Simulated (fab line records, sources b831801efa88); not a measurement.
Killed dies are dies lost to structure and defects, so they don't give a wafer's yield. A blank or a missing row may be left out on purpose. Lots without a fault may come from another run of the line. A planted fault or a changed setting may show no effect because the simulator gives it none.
fab line records | flow gf180mcu
record lots=5 wafers=15 last_day=34
route steps=602 shown DNWELL@41 NWELL@42 LVPWELL@54 MVSD@66 MVPSD@78
lots that met no fault: from a run of the same line without faults
start_h: hours from the record's first day to the start of the lot's first wafer shown | wait_h: hours since the lot's step before | " the same as in the row above | L1.1+2: a row that stands for several wafers | - no value, or no start given | * or withheld: withheld | < > ~ a bound
route shown NAME@n: a module of which the file shows steps, and the number in the route of the first | usual: mean/standard deviation of fault-free wafers | same: alike in all rows | chamber/n: place in a boat | sites: the reading at each site | _std_site: their standard deviation | _edge_site: outer sites' mean less inner sites' | radius_mm: how far each site lies from the wafer's centre | mask NAME#n: copy n | behind: the tool/chamber that last shaped the wafer | hold: why the lot was held/for how many hours/how that ended | device: the transistor (n, p or np) that didn't switch | end of line: the same wafers' tests at the end of the route | a step without rows: its recipe alone | killed: dies lost to structure and defects at the first sort, not the wafer's yield | map: a wafer's dies, x killed, . not, _ none there
set.NAME: the setting as run; set.NAME@STEP: as run at that earlier step | model.NAME: the simulator's own value behind a step, which no gauge read
lots at some steps of the route; a table a step, a row a wafer
services: from which hour (start_h, from the record's first day; less than 0 if before it) a tool's chamber was out of use, for how many hours, and why
## steps
# step GF_DNWELL_TW_MEAS_09
# usual DNWELL_TW=1368/9.1
# columns lot.wafer tool chamber start_h wait_h DNWELL_TW
L081.3 film_metro-02 - 79.89 0.1 1369
L081.4 " - " " 1371
L081.6 " - " " 1365
L083.3 film_metro-01 - 90.04 0.1 1362
L083.5 " - " " 1373
L083.6 " - " " 1362
L084.3 film_metro-01 - 97.09 0.1 1390
L084.4 " - " " 1378
L084.5 " - " " 1375
L085.1 film_metro-02 - 100.22 0.1 1391
L085.2 " - " " 1382
L085.3 " - " " 1384
L096.3 film_metro-01 - 164.18 0.1 1371
L096.5 " - " " 1375
L096.6 " - " " 1361
# step GF_NWELL_DEHYDRATE_00
# recipe temp_c=200 time_s=60
# usual plate_temp_C=199.98/0.16
# columns lot.wafer tool chamber start_h wait_h plate_temp_C
L081.3 litho_track-04 0 86.07 6.2 200.14
L081.4 " 0 " " 199.96
L081.6 " 0 " " 200.07
L083.3 litho_track-03 0 96.72 6.7 200.23
L083.5 " 0 " " 199.65
L083.6 " 0 " " 200.04
L084.3 litho_track-01 0 103.22 6.1 200.40
L084.4 " 0 " " 200.29
L084.5 " 0 " " 200.17
L085.1 litho_track-03 0 106.72 6.5 200.01
L085.2 " 0 " " 200.13
L085.3 " 0 " " 200.08
L096.3 litho_track-04 0 171.37 7.2 200.11
L096.5 " 0 " " 200.09
L096.6 " 0 " " 200.18
# step GF_NWELL_HMDS_01
# recipe prime_time_s=60 prime_temp_c=120
# columns lot.wafer tool chamber start_h wait_h
L081.3+4+6 litho_track-04 0 86.22 0.1
L083.3+5+6 litho_track-03 0 96.87 0.1
L084.3+4+5 litho_track-01 0 103.37 0.1
L085.1+2+3 litho_track-03 0 106.87 0.1
L096.3+5+6 litho_track-04 0 171.52 0.1
# step GF_NWELL_COAT_02
# recipe spin_rpm=2000 resist_thk_nm=3000
# columns lot.wafer tool chamber start_h wait_h
L081.3+4+6 litho_track-04 0 86.37 0.1
L083.3+5+6 litho_track-03 0 97.02 0.1
L084.3+4+5 litho_track-01 0 103.52 0.1
L085.1+2+3 litho_track-03 0 107.02 0.1
L096.3+5+6 litho_track-04 0 171.67 0.1
# step GF_NWELL_SOFTBAKE_03
# recipe temp_c=110 time_s=withheld
# usual plate_temp_C=110.01/0.12
# columns lot.wafer tool chamber start_h wait_h plate_temp_C
L081.3 litho_track-04 0 86.54 0.1 109.80
L081.4 " 0 " " 110.07
L081.6 " 0 " " 109.88
L083.3 litho_track-03 0 97.18 0.1 109.89
L083.5 " 0 " " 110.08
L083.6 " 0 " " 110.03
L084.3 litho_track-01 0 103.69 0.1 109.92
L084.4 " 0 " " 109.89
L084.5 " 0 " " 109.76
L085.1 litho_track-03 0 107.17 0.1 109.72
L085.2 " 0 " " 109.92
L085.3 " 0 " " 109.73
L096.3 litho_track-04 0 171.84 0.1 109.89
L096.5 " 0 " " 110.00
L096.6 " 0 " " 110.06
# step GF_NWELL_EXPOSE_04
# recipe mask_id=Nwell target_cd_nm=860 na=0.6 source_shape=conventional sigma_outer=0.6 dose_mj=260
# columns lot.wafer tool chamber start_h wait_h mask
L081.3+4+6 iline_stepper-01 0 - - Nwell#0
L083.3+5+6 iline_stepper-01 0 - - Nwell#0
L084.3+4+5 iline_stepper-02 0 - - Nwell#0
L085.1+2+3 iline_stepper-02 0 - - Nwell#0
L096.3+5+6 iline_stepper-02 0 - - Nwell#0
# step GF_NWELL_PEB_05
# recipe temp_c=115 time_s=withheld
# usual plate_temp_C=115.04/0.13
# columns lot.wafer tool chamber start_h wait_h plate_temp_C
L081.3 litho_track-03 0 - - 115.10
L081.4 " 0 " " 115.19
L081.6 " 0 " " 115.06
L083.3 litho_track-04 0 - - 115.00
L083.5 " 0 " " 114.88
L083.6 " 0 " " 115.00
L084.3 litho_track-04 0 - - 115.06
L084.4 " 0 " " 115.09
L084.5 " 0 " " 115.10
L085.1 litho_track-01 0 - - 115.09
L085.2 " 0 " " 114.89
L085.3 " 0 " " 115.09
L096.3 litho_track-03 0 - - 115.04
L096.5 " 0 " " 115.10
L096.6 " 0 " " 115.15
# step GF_NWELL_DEVELOP_06
# recipe wall_angle_deg=90 develop_time_s=60 dev_temp_c=23
# columns lot.wafer tool chamber start_h wait_h
L081.3+4+6 litho_track-03 0 - -
L083.3+5+6 litho_track-04 0 - -
L084.3+4+5 litho_track-04 0 - -
L085.1+2+3 litho_track-01 0 - -
L096.3+5+6 litho_track-03 0 - -
# step GF_NWELL_OVL_MEAS_07
# usual NWELL_OVL=-0.1/1.1
# columns lot.wafer tool chamber start_h wait_h NWELL_OVL[nm]
L081.3 overlay-02 - 93.53 - -0.4
L081.4 " - " " 0.4
L081.6 " - " " 2.5
L083.3 overlay-01 - 104.03 - 0.3
L083.5 " - " " 0.6
L083.6 " - " " 0.7
L084.3 overlay-01 - 110.88 - -0.4
L084.4 " - " " -1.0
L084.5 " - " " 0.1
L085.1 overlay-01 - 113.92 - -2.2
L085.2 " - " " -1.3
L085.3 " - " " -1.6
L096.3 overlay-02 - 180.08 - 0.4
L096.5 " - " " -1.1
L096.6 " - " " -1.1
# step GF_NWELL_IMPLANT_08
# recipe species=P energy_kev=450 dose_cm2=1.446e+13 tilt_deg=0
# usual beam_energy_keV=450.00/0.12
# columns lot.wafer tool chamber start_h wait_h beam_energy_keV
L081.3 implanter-04 0 93.60 0.1 450.06
L081.4 " 0 " " 450.14
L081.6 " 0 " " 449.81
L083.3 implanter-03 0 104.11 0.1 449.99
L083.5 " 0 " " 450.12
L083.6 " 0 " " 449.78
L084.3 implanter-04 0 111.11 0.2 449.91
L084.4 " 0 " " 449.91
L084.5 " 0 " " 449.90
L085.1 implanter-04 0 113.96 0.0 449.90
L085.2 " 0 " " 449.87
L085.3 " 0 " " 450.17
L096.3 implanter-02 0 180.15 0.1 450.04
L096.5 " 0 " " 450.00
L096.6 " 0 " " 450.04
# step GF_NWELL_IMPLANT_09
# recipe species=P energy_kev=160 dose_cm2=4e+12 tilt_deg=0
# usual beam_energy_keV=159.99/0.051
# columns lot.wafer tool chamber start_h wait_h beam_energy_keV
L081.3 implanter-04 0 93.75 0.1 160.06
L081.4 " 0 " " 160.05
L081.6 " 0 " " 160.00
L083.3 implanter-03 0 104.26 0.1 159.96
L083.5 " 0 " " 159.98
L083.6 " 0 " " 160.01
L084.3 implanter-04 0 111.26 0.1 160.06
L084.4 " 0 " " 160.03
L084.5 " 0 " " 160.11
L085.1 implanter-04 0 114.11 0.1 160.01
L085.2 " 0 " " 160.01
L085.3 " 0 " " 160.04
L096.3 implanter-02 0 180.30 0.1 160.02
L096.5 " 0 " " 160.09
L096.6 " 0 " " 160.02
# step GF_NWELL_STRIP_10
# recipe chemistry=O2/N2 power_w=1400 pressure_mtorr=1500 platen_temp_c=250 o2_flow_sccm=3000 n2_flow_sccm=300 overash_fraction=0.5
# usual drypump_motor_current_A=6.23/0.27 heater_power_w=335/13 oes_product_au=0.722/0.0048 strip_time_to_endpoint_s=36.92/0.1
# columns lot.wafer tool chamber start_h wait_h drypump_motor_current_A heater_power_w oes_product_au rf_hours_counter_h strip_time_to_endpoint_s
L081.3 plasma_asher-01 0 93.88 0.1 6.59 350 0.729 - 36.93
L081.4 " 1 " " 6.26 348 0.724 - 37.08
L081.6 " 1 " " 6.28 348 0.717 - 37.16
L083.3 plasma_asher-03 1 104.39 0.1 5.62 315 0.729 - 37.02
L083.5 " 1 " " 5.62 312 0.726 - 36.71
L083.6 " 0 " " 5.73 329 0.721 - 36.84
L084.3 plasma_asher-04 1 111.39 0.1 6.40 346 0.724 - 36.88
L084.4 " 0 " " 6.19 319 0.727 - 36.75
L084.5 " 1 " " 6.38 342 0.722 - 36.75
L085.1 plasma_asher-04 1 114.26 0.1 6.42 338 0.726 47 37.12
L085.2 " 0 " " 6.23 313 0.727 47 37.05
L085.3 " 0 " " 6.19 314 0.720 - 37.03
L096.3 plasma_asher-04 0 180.43 0.1 6.21 325 0.726 - 36.84
L096.5 " 1 " " 6.39 341 0.716 - 36.67
L096.6 " 0 " " 6.18 315 0.714 - 36.94
# step GF_NWELL_TW_MEAS_11
# usual NWELL_TW=1574/7
# columns lot.wafer tool chamber start_h wait_h NWELL_TW
L081.3 film_metro-01 - 93.97 0.1 1582
L081.4 " - " " 1578
L081.6 " - " " 1581
L083.3 film_metro-04 - 104.48 0.1 1568
L083.5 " - " " 1558
L083.6 " - " " 1563
L084.3 film_metro-01 - 111.48 0.1 1576
L084.4 " - " " 1592
L084.5 " - " " 1595
L085.1 film_metro-03 - 114.36 0.1 1573
L085.2 " - " " 1574
L085.3 " - " " 1563
L096.3 film_metro-04 - 180.52 0.1 1570
L096.5 " - " " 1574
L096.6 " - " " 1576
# step GF_LVPWELL_DEHYDRATE_00
# recipe temp_c=200 time_s=60
# usual plate_temp_C=199.99/0.14
# columns lot.wafer tool chamber start_h wait_h plate_temp_C
L081.3 litho_track-03 0 100.17 6.2 199.76
L081.4 " 0 " " 199.92
L081.6 " 0 " " 200.22
L083.3 litho_track-03 0 110.67 6.2 199.84
L083.5 " 0 " " 199.89
L083.6 " 0 " " 199.84
L084.3 litho_track-03 0 118.37 6.9 199.87
L084.4 " 0 " " 200.01
L084.5 " 0 " " 199.84
L085.1 litho_track-02 0 121.22 6.9 199.80
L085.2 " 0 " " 200.05
L085.3 " 0 " " 199.79
L096.3 litho_track-02 0 188.32 7.8 199.87
L096.5 " 0 " " 199.89
L096.6 " 0 " " 199.70
# step GF_LVPWELL_HMDS_01
# recipe prime_time_s=60 prime_temp_c=120
# columns lot.wafer tool chamber start_h wait_h
L081.3+4+6 litho_track-03 0 100.32 0.1
L083.3+5+6 litho_track-03 0 110.82 0.1
L084.3+4+5 litho_track-03 0 118.52 0.1
L085.1+2+3 litho_track-02 0 121.37 0.1
L096.3+5+6 litho_track-02 0 188.47 0.1
# step GF_LVPWELL_COAT_02
# recipe spin_rpm=2000 resist_thk_nm=3000
# columns lot.wafer tool chamber start_h wait_h
L081.3+4+6 litho_track-03 0 100.47 0.1
L083.3+5+6 litho_track-03 0 110.97 0.1
L084.3+4+5 litho_track-03 0 118.67 0.1
L085.1+2+3 litho_track-02 0 121.52 0.1
L096.3+5+6 litho_track-02 0 188.62 0.1
# step GF_LVPWELL_SOFTBAKE_03
# recipe temp_c=110 time_s=withheld
# usual plate_temp_C=109.97/0.13
# columns lot.wafer tool chamber start_h wait_h plate_temp_C
L081.3 litho_track-03 0 100.63 0.1 110.04
L081.4 " 0 " " 110.08
L081.6 " 0 " " 110.02
L083.3 litho_track-03 0 111.13 0.1 109.91
L083.5 " 0 " " 110.02
L083.6 " 0 " " 109.92
L084.3 litho_track-03 0 118.83 0.1 110.05
L084.4 " 0 " " 110.04
L084.5 " 0 " " 109.99
L085.1 litho_track-02 0 121.67 0.1 110.14
L085.2 " 0 " " 110.01
L085.3 " 0 " " 109.97
L096.3 litho_track-02 0 188.79 0.1 109.81
L096.5 " 0 " " 110.08
L096.6 " 0 " " 110.08
# step GF_LVPWELL_EXPOSE_04
# recipe mask_id=LVPWELL target_cd_nm=600 na=0.6 source_shape=conventional sigma_outer=0.6 dose_mj=260
# columns lot.wafer tool chamber start_h wait_h mask
L081.3+4+6 iline_stepper-01 0 - - LVPWELL#0
L083.3+5+6 iline_stepper-02 0 - - LVPWELL#0
L084.3+4+5 iline_stepper-01 0 - - LVPWELL#0
L085.1+2+3 iline_stepper-02 0 - - LVPWELL#0
L096.3+5+6 iline_stepper-01 0 - - LVPWELL#0
# step GF_LVPWELL_PEB_05
# recipe temp_c=115 time_s=withheld
# usual plate_temp_C=114.99/0.13
# columns lot.wafer tool chamber start_h wait_h plate_temp_C
L081.3 litho_track-03 0 - - 114.98
L081.4 " 0 " " 114.87
L081.6 " 0 " " 114.79
L083.3 litho_track-04 0 - - 114.97
L083.5 " 0 " " 114.97
L083.6 " 0 " " 115.20
L084.3 litho_track-03 0 - - 114.92
L084.4 " 0 " " 114.91
L084.5 " 0 " " 115.10
L085.1 litho_track-04 0 - - 115.06
L085.2 " 0 " " 115.03
L085.3 " 0 " " 115.07
L096.3 litho_track-02 0 - - 115.04
L096.5 " 0 " " 115.01
L096.6 " 0 " " 115.03
# step GF_LVPWELL_DEVELOP_06
# recipe wall_angle_deg=90 develop_time_s=60 dev_temp_c=23
# columns lot.wafer tool chamber start_h wait_h
L081.3+4+6 litho_track-03 0 - -
L083.3+5+6 litho_track-04 0 - -
L084.3+4+5 litho_track-03 0 - -
L085.1+2+3 litho_track-04 0 - -
L096.3+5+6 litho_track-02 0 - -
# step GF_LVPWELL_OVL_MEAS_07
# usual LVPWELL_OVL=0.4/1.8
# columns lot.wafer tool chamber start_h wait_h LVPWELL_OVL[nm]
L081.3 overlay-01 - 107.73 - -2.0
L081.4 " - " " -1.3
L081.6 " - " " -3.0
L083.3 overlay-01 - 118.68 - -0.3
L083.5 " - " " -1.1
L083.6 " - " " 0.6
L084.3 overlay-02 - 126.13 - 1.4
L084.4 " - " " 1.8
L084.5 " - " " 2.4
L085.1 overlay-02 - 129.02 - 2.9
L085.2 " - " " 5.5
L085.3 " - " " 3.1
L096.3 overlay-01 - 197.48 - 0.8
L096.5 " - " " 1.9
L096.6 " - " " 1.2
# step GF_LVPWELL_IMPLANT_08
# recipe species=B energy_kev=170 dose_cm2=1.5e+13 tilt_deg=0
# usual beam_energy_keV=170.00/0.048
# columns lot.wafer tool chamber start_h wait_h beam_energy_keV
L081.3 implanter-03 0 107.80 0.1 169.94
L081.4 " 0 " " 170.03
L081.6 " 0 " " 170.01
L083.3 implanter-03 0 118.76 0.1 170.07
L083.5 " 0 " " 170.02
L083.6 " 0 " " 170.05
L084.3 implanter-03 0 126.20 0.1 170.07
L084.4 " 0 " " 169.91
L084.5 " 0 " " 170.07
L085.1 implanter-03 0 129.06 0.0 169.90
L085.2 " 0 " " 169.91
L085.3 " 0 " " 169.91
L096.3 implanter-02 0 197.56 0.1 169.95
L096.5 " 0 " " 170.00
L096.6 " 0 " " 169.98
# step GF_LVPWELL_IMPLANT_09
# recipe species=B energy_kev=60 dose_cm2=5e+12 tilt_deg=0
# usual beam_energy_keV=59.997/0.018
# columns lot.wafer tool chamber start_h wait_h beam_energy_keV
L081.3 implanter-03 0 107.95 0.1 59.985
L081.4 " 0 " " 59.976
L081.6 " 0 " " 59.983
L083.3 implanter-03 0 118.91 0.1 60.011
L083.5 " 0 " " 59.985
L083.6 " 0 " " 60.021
L084.3 implanter-03 0 126.35 0.1 59.998
L084.4 " 0 " " 59.982
L084.5 " 0 " " 59.983
L085.1 implanter-03 0 129.21 0.1 59.996
L085.2 " 0 " " 59.981
L085.3 " 0 " " 59.995
L096.3 implanter-02 0 197.71 0.1 60.024
L096.5 " 0 " " 60.021
L096.6 " 0 " " 60.021
# step GF_LVPWELL_STRIP_10
# recipe chemistry=O2/N2 power_w=1400 pressure_mtorr=1500 platen_temp_c=250 o2_flow_sccm=3000 n2_flow_sccm=300 overash_fraction=0.5
# usual drypump_motor_current_A=5.7/0.47 heater_power_w=352/31 oes_product_au=0.722/0.0043 strip_time_to_endpoint_s=36.95/0.12
# columns lot.wafer tool chamber start_h wait_h drypump_motor_current_A heater_power_w oes_product_au rf_hours_counter_h strip_time_to_endpoint_s
L081.3 plasma_asher-04 1 108.08 0.1 6.4 343 0.727 - 36.74
L081.4 " 0 " " 6.2 329 0.731 - 36.68
L081.6 " 1 " " 6.4 342 0.716 - 36.71
L083.3 plasma_asher-02 1 119.04 0.1 5.9 398 0.721 - 37.12
L083.5 " 1 " " 5.9 403 0.720 - 37.18
L083.6 " 0 " " 5.0 343 0.717 - 37.09
L084.3 plasma_asher-02 0 126.48 0.1 5.0 344 0.719 - 37.03
L084.4 " 1 " " 5.9 399 0.720 - 37.08
L084.5 " 0 " " 5.1 342 0.720 - 36.87
L085.1 plasma_asher-04 1 129.36 0.1 6.4 346 0.725 49 36.89
L085.2 " 0 " " 6.2 315 0.711 49 36.97
L085.3 " 0 " " 6.2 318 0.726 - 36.75
L096.3 plasma_asher-04 0 197.84 0.1 6.2 319 0.722 - 36.89
L096.5 " 0 " " 6.2 318 0.724 - 36.92
L096.6 " 1 " " 6.4 355 0.719 - 36.98
# step GF_LVPWELL_TW_MEAS_11
# usual LVPWELL_TW=565.5/2.4
# columns lot.wafer tool chamber start_h wait_h LVPWELL_TW
L081.3 film_metro-01 - 108.17 0.1 571.0
L081.4 " - " " 570.0
L081.6 " - " " 570.1
L083.3 film_metro-01 - 119.13 0.1 567.6
L083.5 " - " " 572.1
L083.6 " - " " 567.7
L084.3 film_metro-04 - 126.57 0.1 563.2
L084.4 " - " " 566.6
L084.5 " - " " 565.6
L085.1 film_metro-01 - 129.46 0.1 566.4
L085.2 " - " " 563.0
L085.3 " - " " 563.5
L096.3 film_metro-01 - 197.93 0.1 568.0
L096.5 " - " " 568.2
L096.6 " - " " 563.4
# step GF_MVSD_DEHYDRATE_00
# recipe temp_c=200 time_s=60
# usual plate_temp_C=200.02/0.15
# columns lot.wafer tool chamber start_h wait_h plate_temp_C
L081.3 litho_track-01 0 114.72 6.5 200.15
L081.4 " 0 " " 200.24
L081.6 " 0 " " 200.09
L083.3 litho_track-02 0 125.47 6.3 200.19
L083.5 " 0 " " 200.16
L083.6 " 0 " " 200.21
L084.3 litho_track-04 0 132.67 6.1 200.05
L084.4 " 0 " " 199.95
L084.5 " 0 " " 200.14
L085.1 litho_track-04 0 135.57 6.1 199.89
L085.2 " 0 " " 200.14
L085.3 " 0 " " 199.77
L096.3 litho_track-01 0 205.62 7.7 199.98
L096.5 " 0 " " 200.22
L096.6 " 0 " " 199.93
# step GF_MVSD_HMDS_01
# recipe prime_time_s=60 prime_temp_c=120
# columns lot.wafer tool chamber start_h wait_h
L081.3+4+6 litho_track-01 0 114.87 0.1
L083.3+5+6 litho_track-02 0 125.62 0.1
L084.3+4+5 litho_track-04 0 132.82 0.1
L085.1+2+3 litho_track-04 0 135.72 0.1
L096.3+5+6 litho_track-01 0 205.77 0.1
# step GF_MVSD_COAT_02
# recipe spin_rpm=2000 resist_thk_nm=2967
# columns lot.wafer tool chamber start_h wait_h
L081.3+4+6 litho_track-01 0 115.02 0.1
L083.3+5+6 litho_track-02 0 125.77 0.1
L084.3+4+5 litho_track-04 0 132.97 0.1
L085.1+2+3 litho_track-04 0 135.87 0.1
L096.3+5+6 litho_track-01 0 205.92 0.1
# step GF_MVSD_SOFTBAKE_03
# recipe temp_c=110 time_s=withheld
# usual plate_temp_C=110.01/0.14
# columns lot.wafer tool chamber start_h wait_h plate_temp_C
L081.3 litho_track-01 0 115.19 0.1 109.99
L081.4 " 0 " " 110.17
L081.6 " 0 " " 110.18
L083.3 litho_track-02 0 125.94 0.1 110.20
L083.5 " 0 " " 110.12
L083.6 " 0 " " 110.22
L084.3 litho_track-04 0 133.14 0.1 109.87
L084.4 " 0 " " 110.24
L084.5 " 0 " " 109.99
L085.1 litho_track-04 0 136.02 0.1 109.85
L085.2 " 0 " " 109.90
L085.3 " 0 " " 109.77
L096.3 litho_track-01 0 206.09 0.1 110.03
L096.5 " 0 " " 110.02
L096.6 " 0 " " 110.06
# step GF_MVSD_EXPOSE_04
# recipe mask_id=MVSD target_cd_nm=1000 na=0.6 source_shape=conventional sigma_outer=0.6 dose_mj=260
# columns lot.wafer tool chamber start_h wait_h mask
L081.3+4+6 iline_stepper-01 0 - - MVSD#0
L083.3+5+6 iline_stepper-02 0 - - MVSD#0
L084.3+4+5 iline_stepper-01 0 - - MVSD#0
L085.1+2+3 iline_stepper-01 0 - - MVSD#0
L096.3+5+6 iline_stepper-01 0 - - MVSD#0
# step GF_MVSD_PEB_05
# recipe temp_c=115 time_s=withheld
# usual plate_temp_C=114.98/0.14
# columns lot.wafer tool chamber start_h wait_h plate_temp_C
L081.3 litho_track-02 0 - - 114.78
L081.4 " 0 " " 114.90
L081.6 " 0 " " 115.11
L083.3 litho_track-02 0 - - 114.94
L083.5 " 0 " " 114.70
L083.6 " 0 " " 114.83
L084.3 litho_track-02 0 - - 114.71
L084.4 " 0 " " 114.75
L084.5 " 0 " " 115.04
L085.1 litho_track-04 0 - - 114.91
L085.2 " 0 " " 114.79
L085.3 " 0 " " 114.83
L096.3 litho_track-04 0 - - 114.99
L096.5 " 0 " " 114.99
L096.6 " 0 " " 114.99
# step GF_MVSD_DEVELOP_06
# recipe wall_angle_deg=90 develop_time_s=60 dev_temp_c=23
# columns lot.wafer tool chamber start_h wait_h
L081.3+4+6 litho_track-02 0 - -
L083.3+5+6 litho_track-02 0 - -
L084.3+4+5 litho_track-02 0 - -
L085.1+2+3 litho_track-04 0 - -
L096.3+5+6 litho_track-04 0 - -
# step GF_MVSD_OVL_MEAS_07
# usual MVSD_OVL=0.6/1.3
# columns lot.wafer tool chamber start_h wait_h MVSD_OVL[nm]
L081.3 overlay-01 - 122.23 - -0.5
L081.4 " - " " -1.4
L081.6 " - " " 1.3
L083.3 overlay-02 - 132.83 - 1.7
L083.5 " - " " 0.3
L083.6 " - " " -0.7
L084.3 overlay-01 - 141.33 - -0.8
L084.4 " - " " -0.5
L084.5 " - " " -3.3
L085.1 overlay-01 - 144.07 - -0.4
L085.2 " - " " 0.8
L085.3 " - " " 0.6
L096.3 overlay-02 - 219.63 - -0.2
L096.5 " - " " 0.5
L096.6 " - " " 0.7
# step GF_MVSD_IMPLANT_08
# recipe species=P energy_kev=400 dose_cm2=1.6e+13 tilt_deg=0
# usual beam_energy_keV=399.97/0.12
# columns lot.wafer tool chamber start_h wait_h beam_energy_keV
L081.3 implanter-01 0 122.31 0.1 400.13
L081.4 " 0 " " 400.13
L081.6 " 0 " " 399.95
L083.3 implanter-01 0 132.91 0.1 399.85
L083.5 " 0 " " 399.91
L083.6 " 0 " " 399.96
L084.3 implanter-01 0 141.41 0.1 399.81
L084.4 " 0 " " 399.80
L084.5 " 0 " " 399.80
L085.1 implanter-04 0 144.11 0.0 400.06
L085.2 " 0 " " 400.10
L085.3 " 0 " " 400.01
L096.3 implanter-01 0 219.70 0.1 400.27
L096.5 " 0 " " 400.29
L096.6 " 0 " " 400.15
# step GF_MVSD_IMPLANT_09
# recipe species=P energy_kev=100 dose_cm2=5e+12 tilt_deg=0
# usual beam_energy_keV=99.996/0.029
# columns lot.wafer tool chamber start_h wait_h beam_energy_keV
L081.3 implanter-01 0 122.46 0.1 100.03
L081.4 " 0 " " 99.960
L081.6 " 0 " " 99.989
L083.3 implanter-01 0 133.06 0.1 100.00
L083.5 " 0 " " 100.02
L083.6 " 0 " " 99.998
L084.3 implanter-01 0 141.56 0.1 99.989
L084.4 " 0 " " 100.04
L084.5 " 0 " " 100.02
L085.1 implanter-04 0 144.26 0.1 99.992
L085.2 " 0 " " 99.980
L085.3 " 0 " " 100.01
L096.3 implanter-01 0 219.85 0.1 100.02
L096.5 " 0 " " 99.993
L096.6 " 0 " " 100.04
# step GF_MVSD_STRIP_10
# recipe chemistry=O2/N2 power_w=1400 pressure_mtorr=1500 platen_temp_c=250 o2_flow_sccm=3000 n2_flow_sccm=300 overash_fraction=0.5
# usual drypump_motor_current_A=5.7/0.49 heater_power_w=354/28 oes_product_au=0.722/0.0046 strip_time_to_endpoint_s=36.53/0.099
# columns lot.wafer tool chamber start_h wait_h drypump_motor_current_A heater_power_w oes_product_au rf_hours_counter_h strip_time_to_endpoint_s
L081.3 plasma_asher-01 0 122.59 0.1 6.6 347 0.725 - 36.64
L081.4 " 1 " " 6.3 339 0.722 - 36.65
L081.6 " 1 " " 6.3 336 0.721 - 36.59
L083.3 plasma_asher-02 0 133.19 0.1 5.0 345 0.726 - 36.53
L083.5 " 0 " " 5.1 339 0.721 - 36.73
L083.6 " 1 " " 5.9 399 0.726 - 36.67
L084.3 plasma_asher-02 1 141.69 0.1 5.9 400 0.730 - 36.45
L084.4 " 0 " " 5.0 351 0.726 - 36.53
L084.5 " 1 " " 5.9 405 0.719 - 36.51
L085.1 plasma_asher-02 1 144.41 0.1 5.9 403 0.724 50 36.44
L085.2 " 0 " " 5.0 343 0.722 50 36.47
L085.3 " 0 " " 5.0 344 0.723 - 36.42
L096.3 plasma_asher-03 0 219.99 0.1 5.7 345 0.721 - 36.54
L096.5 " 0 " " 5.7 344 0.715 - 36.56
L096.6 " 1 " " 5.6 315 0.724 - 36.55
# step GF_MVSD_TW_MEAS_11
# usual MVSD_TW=1594/6.5
# columns lot.wafer tool chamber start_h wait_h MVSD_TW
L081.3 film_metro-04 - 122.68 0.1 1593
L081.4 " - " " 1603
L081.6 " - " " 1595
L083.3 film_metro-04 - 133.28 0.1 1597
L083.5 " - " " 1604
L083.6 " - " " 1593
L084.3 film_metro-01 - 141.78 0.1 1605
L084.4 " - " " 1600
L084.5 " - " " 1591
L085.1 film_metro-03 - 144.51 0.1 1594
L085.2 " - " " 1603
L085.3 " - " " 1592
L096.3 film_metro-01 - 220.07 0.1 1602
L096.5 " - " " 1600
L096.6 " - " " 1607
# step GF_MVPSD_DEHYDRATE_00
# recipe temp_c=200 time_s=60
# usual plate_temp_C=199.99/0.19
# columns lot.wafer tool chamber start_h wait_h plate_temp_C
L081.3 litho_track-02 0 129.37 6.7 200.14
L081.4 " 0 " " 199.77
L081.6 " 0 " " 200.10
L083.3 litho_track-02 0 140.37 7.1 200.21
L083.5 " 0 " " 199.86
L083.6 " 0 " " 200.01
L084.3 litho_track-01 0 148.87 7.1 199.91
L084.4 " 0 " " 199.86
L084.5 " 0 " " 199.96
L085.1 litho_track-03 0 151.51 7.0 199.87
L085.2 " 0 " " 199.98
L085.3 " 0 " " 200.16
L096.3 litho_track-02 0 227.27 7.2 200.08
L096.5 " 0 " " 199.86
L096.6 " 0 " " 199.74
# step GF_MVPSD_HMDS_01
# recipe prime_time_s=60 prime_temp_c=120
# columns lot.wafer tool chamber start_h wait_h
L081.3+4+6 litho_track-02 0 129.52 0.1
L083.3+5+6 litho_track-02 0 140.52 0.1
L084.3+4+5 litho_track-01 0 149.02 0.1
L085.1+2+3 litho_track-03 0 151.66 0.1
L096.3+5+6 litho_track-02 0 227.42 0.1
# step GF_MVPSD_COAT_02
# recipe spin_rpm=2000 resist_thk_nm=3000
# columns lot.wafer tool chamber start_h wait_h
L081.3+4+6 litho_track-02 0 129.67 0.1
L083.3+5+6 litho_track-02 0 140.67 0.1
L084.3+4+5 litho_track-01 0 149.17 0.1
L085.1+2+3 litho_track-03 0 151.81 0.1
L096.3+5+6 litho_track-02 0 227.57 0.1
# step GF_MVPSD_SOFTBAKE_03
# recipe temp_c=110 time_s=withheld
# usual plate_temp_C=109.98/0.13
# columns lot.wafer tool chamber start_h wait_h plate_temp_C
L081.3 litho_track-02 0 129.84 0.1 110.01
L081.4 " 0 " " 109.92
L081.6 " 0 " " 110.14
L083.3 litho_track-02 0 140.84 0.1 110.17
L083.5 " 0 " " 110.15
L083.6 " 0 " " 110.20
L084.3 litho_track-01 0 149.34 0.1 109.81
L084.4 " 0 " " 109.76
L084.5 " 0 " " 110.04
L085.1 litho_track-03 0 151.96 0.1 110.18
L085.2 " 0 " " 110.10
L085.3 " 0 " " 110.04
L096.3 litho_track-02 0 227.74 0.1 110.08
L096.5 " 0 " " 109.94
L096.6 " 0 " " 110.10
# step GF_MVPSD_EXPOSE_04
# recipe mask_id=MVPSD target_cd_nm=1000 na=0.6 source_shape=conventional sigma_outer=0.6 dose_mj=260
# columns lot.wafer tool chamber start_h wait_h mask
L081.3+4+6 iline_stepper-02 0 - - MVPSD#0
L083.3+5+6 iline_stepper-02 0 - - MVPSD#0
L084.3+4+5 iline_stepper-02 0 - - MVPSD#0
L085.1+2+3 iline_stepper-01 0 - - MVPSD#0
L096.3+5+6 iline_stepper-02 0 - - MVPSD#0
## services
# columns tool chamber start_h hours kind
plasma_asher-03 - 92.80 4.1 repair
plasma_asher-03 - 93.08 7.8 repair
implanter-02 - 93.57 24.0 repair
plasma_asher-04 - 103.89 4.1 repair
plasma_asher-03 - 108.79 9.0 pm
plasma_asher-03 0 108.79 9.0 vent_cycle
plasma_asher-03 1 108.79 9.0 vent_cycle
implanter-03 - 110.24 1.1 repair
iline_stepper-01 0 113.44 - calibration
plasma_asher-03 0 117.79 - clean
plasma_asher-03 1 117.79 - clean
implanter-03 - 147.81 0.8 repair
plasma_asher-03 - 172.20 14.6 pm
iline_stepper-02 - 172.21 4.4 pm
implanter-04 - 172.26 17.1 pm
implanter-01 - 174.34 0.9 repair
implanter-01 - 192.33 2.2 repair
implanter-03 - 200.26 0.6 repair
iline_stepper-01 - 202.21 8.9 pm
plasma_asher-04 - 212.34 2.5 repair
iline_stepper-01 - 219.82 4.3 pm
## key
fault none
